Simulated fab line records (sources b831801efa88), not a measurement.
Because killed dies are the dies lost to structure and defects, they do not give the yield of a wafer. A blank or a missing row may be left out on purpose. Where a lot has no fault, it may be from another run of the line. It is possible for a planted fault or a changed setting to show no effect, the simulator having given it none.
A lot that was struck, set against a sound lot	flow sky130	17 out of 708 route steps
Sound: wafers L824.2, L824.3, L824.4. The struck wafers were L835.1, L835.4, L835.6. At the end, the cause is stated.
At each step with rows: each side's tool, then ch and its chambers, then its first start. Under that, the readings that differ: sound wafers	struck wafers	difference of the means	sigmas: that difference in standard deviations of wafers without a fault.
alike: readings whose means differ by less than 2 such deviations, and words and numbers that are the same on both sides. not compared: withheld readings, readings that some wafer has no value for, bounds like >300 that may hide the same value, and numbers for which the record gives no deviation and whose values overlap.
The two part at a step that has a row with sigmas, a row that says differs or no value, or rows on one side only. Numbers that have no deviation but don't overlap get no sigmas and don't part them. A reading that every wafer of one side lacks parts them only if that side has two wafers or more.

SKY_LDD_P_OVL_MEAS_08:
  sound on overlay-02 at day 23 07:42; struck on overlay-02 at day 26 12:26
  alike: LDD_P_OVL
after that, 1 step had no rows for these wafers: SKY_LDD_P_IMPLANT_09.
SKY_LDD_P_STRIP_10: strips in O2/N2.
  sound on plasma asher-03 ch 0,1, day 23 07:53; struck on plasma asher-02 ch 0,1, day 26 12:37
  alike: drypump motor current A, oes product au, strip time to endpoint s
  not compared: rf hours counter h
SKY_LDD_P_TW_MEAS_11:
  sound on film metro-04 at day 23 07:59; struck on film metro-02 at day 26 12:43
  alike: LDD_P_TW
then, 7 steps without rows for these wafers: SKY_LDD_HVN_DEHYDRATE_00 (time 60 s); SKY_LDD_HVN_HMDS_01 (prime time 60 s); SKY_LDD_HVN_COAT_02 (resist thk 300 nm); SKY_LDD_HVN_SOFTBAKE_03 (time 60 s); SKY_LDD_HVN_EXPOSE_04 (exposes mask HVNTM, target cd 700 nm); SKY_LDD_HVN_PEB_05; SKY_LDD_HVN_DEVELOP_06 (develop time 60 s).
SKY_LDD_HVN_OVL_MEAS_07:
  sound on overlay-02 at day 24 13:22; struck on overlay-02 at day 27 15:56
reading	sound	struck	difference	sigmas
LDD_HVN_OVL (nm)	-2.1 -2.8 -3.0	1.0 -0.3 1.1	+3.2	+2
SKY_LDD_HVN_IMPLANT_08:
  sound on implanter-02 ch 0, day 24 13:25; struck on implanter-03 ch 0, day 27 15:58
reading	sound	struck	difference	sigmas
beam energy keV	60.028 60.012 60.020	82.847 82.826 82.797	+22.803	+99 or more
model.implant.rp nm (nm)	54.98 54.98 54.98	78.06 78.06 78.06	+23.08	
model.implant.drp nm (nm)	28.15 28.15 28.15	37.11 37.11 37.11	+8.96	
SKY_LDD_HVN_STRIP_09: strips in O2/N2.
  sound on plasma asher-03 ch 0,1, day 24 13:32; struck on plasma asher-02 ch 0,1, day 27 16:07
  alike: drypump motor current A, oes product au, strip time to endpoint s
  not compared: rf hours counter h
SKY_LDD_HVN_TW_MEAS_10:
  sound on film metro-01 at day 24 13:39; struck on film metro-02 at day 27 16:13
reading	sound	struck	difference	sigmas
LDD_HVN_TW	1435 1431 1430	1541 1548 1544	+112	+11
then, 1 step without rows for these wafers: SKY_LDD_HVP_DEHYDRATE_00 (time 60 s).
-- here the record skips 23 days between the struck wafers' starts before and after, leaving off in module LDD_HVP and picking up in module PAD_OPEN (first step shown: number 708 of the route) --
SKY_PAD_OPEN_PROBE_99:
  sound on prober-02 at day 48 14:40; struck on prober-01 at day 50 10:19
reading	sound	struck	difference	sigmas
model.etest.tip_n_5v.rs ohm sq	1394 1403 1381	1210 1215 1210	-181	
model.etest.nfet g5v0d10v5.r on ohm um	1893 1908 1898	1794 1826 1806	-91	
model.etest.nfet g5v0d10v5.drive ua um	595.1 597.1 607.3	641.9 631.6 631.8	+35.3	
model.etest.nfet_05v0_nvt.drive ua um	565.8 567.8 572.5	594.6 589.9 588.8	+22.4	
model.etest.ring_5v.delay ps	44.96 45.27 44.68	43.45 44.59 44.37	-0.83	
model.etest.nfet g5v0d10v5.vt sat v (V)	0.7667 0.7689 0.7563	0.6698 0.6996 0.6926	-0.0766	
model.etest.nfet g5v0d10v5.vt v (V)	0.8279 0.8285 0.8156	0.7577 0.7839 0.7796	-0.0503	
model.etest.nfet_05v0_nvt.vt sat v (V)	0.2832 0.2893 0.2824	0.2649 0.2718 0.2718	-0.0155	
  alike: killed_at_M0_to_M3, killed_at_M4_up, killed at contacts, killed at front end, killed at other, killed dies, killed open, killed short

## WHERE THEY PART
At SKY_LDD_HVN_OVL_MEAS_07 first; at SKY_LDD_HVN_TW_MEAS_10 last (within this record only). Later steps at which nothing parts them and some readings are alike: SKY_PAD_OPEN_PROBE_99.

WHY: what had been put in by the simulator
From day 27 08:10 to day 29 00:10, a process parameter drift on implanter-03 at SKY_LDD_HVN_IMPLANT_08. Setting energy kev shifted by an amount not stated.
